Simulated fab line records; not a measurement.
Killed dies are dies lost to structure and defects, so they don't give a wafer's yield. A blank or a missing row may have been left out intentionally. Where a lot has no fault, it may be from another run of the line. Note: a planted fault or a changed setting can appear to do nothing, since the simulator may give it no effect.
Code-filled problem report in 8D (eight disciplines) form    flow sky130    the parts of the form that need people (team, actions taken, sign-off) are left out

## 1. WHAT IS WRONG
At SKY_VIA1_SOFTBAKE_08, run_length_s averages 116.13 s over 6 wafers from 2 lots, while fault-free wafers read 119.02 s, standard deviation 0.11. Measured from the usual mean, that is -26 standard deviations.
The step: time 90 s.
Seen first at day 40 11:00 on litho_track-03, wafer L568.1. Wafers with a number at this step in the record: 36, from 12 lots. Rule for "out" (also "out of limits"): further than 4 standard deviations from the usual mean. Any other wafer with a number is counted as sound.

## 2. WHAT IT IS, AND WHAT IT ISN'T
question                     is                                  is not
which readings at this step  run_length_s, heater_power_total_W  -
which lots                   L568, L570                          L550, L553, L555, L558, L559, L560, L561, L562, L563, L564
which wafers of those lots   all that have a number              -
read on which tools          litho_track-03                      litho_track-01, litho_track-02
when                         from day 40 11:00                   up to then (30 sound wafers)

## 3. THE SUSPECTS, EACH WITH WHAT RULES IT OUT
Counting: a tool at any process step up to the reading remains a suspect when it ran all the lots that are out and ran no sound lot after the first of those.
- litho_track-03 at SKY_VIA1_SOFTBAKE_08 (time 90 s): kept. Every lot that is out went through it, starting with L568 (day 40 11:00), and after that it ran no sound lot; the last sound lot it ran before then is L564 (day 39 07:00). Out on those wafers are its own readings of heater_power_total_W, run_length_s.
Remaining after the count: litho_track-03 at SKY_VIA1_SOFTBAKE_08.

## 4. THE CAUSE (what the simulator had put in)
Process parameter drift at SKY_VIA1_SOFTBAKE_08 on litho_track-03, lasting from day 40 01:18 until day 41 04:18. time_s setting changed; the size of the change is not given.
After counting, this tool was the only one left.

## 5. THE EFFECT CHAIN, in route order
Rows list readings where the struck wafers' mean (over those with a number) sits beyond 3 standard deviations from the usual. Only readings for which the record gives a usual standard deviation are gone through. hours: the time from each lot's start at the first step in this table that gives one to its start at this step, as a median over the lots. sigmas: the change in usual standard deviations.
hours  step                  reading               usual     on struck wafers  change  sigmas
0      SKY_VIA1_SOFTBAKE_08  heater_power_total_W  57.35 W   57.98             +0.63   +5.8
0      SKY_VIA1_SOFTBAKE_08  run_length_s          119.02 s  116.13            -2.89   -26
The process steps in it:
- SKY_VIA1_SOFTBAKE_08: time 90 s.
Later measuring or inspecting steps at which every struck wafer that the step has a row for has a number for every such reading, and none has moved that far: SKY_VIA1_CD_MEAS_12.

## 6. HOW IT WOULD HAVE BEEN CAUGHT EARLIER
10 hours passed between the start of the fault at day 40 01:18 and the first reading out of limits in this record, taken at day 40 11:00.
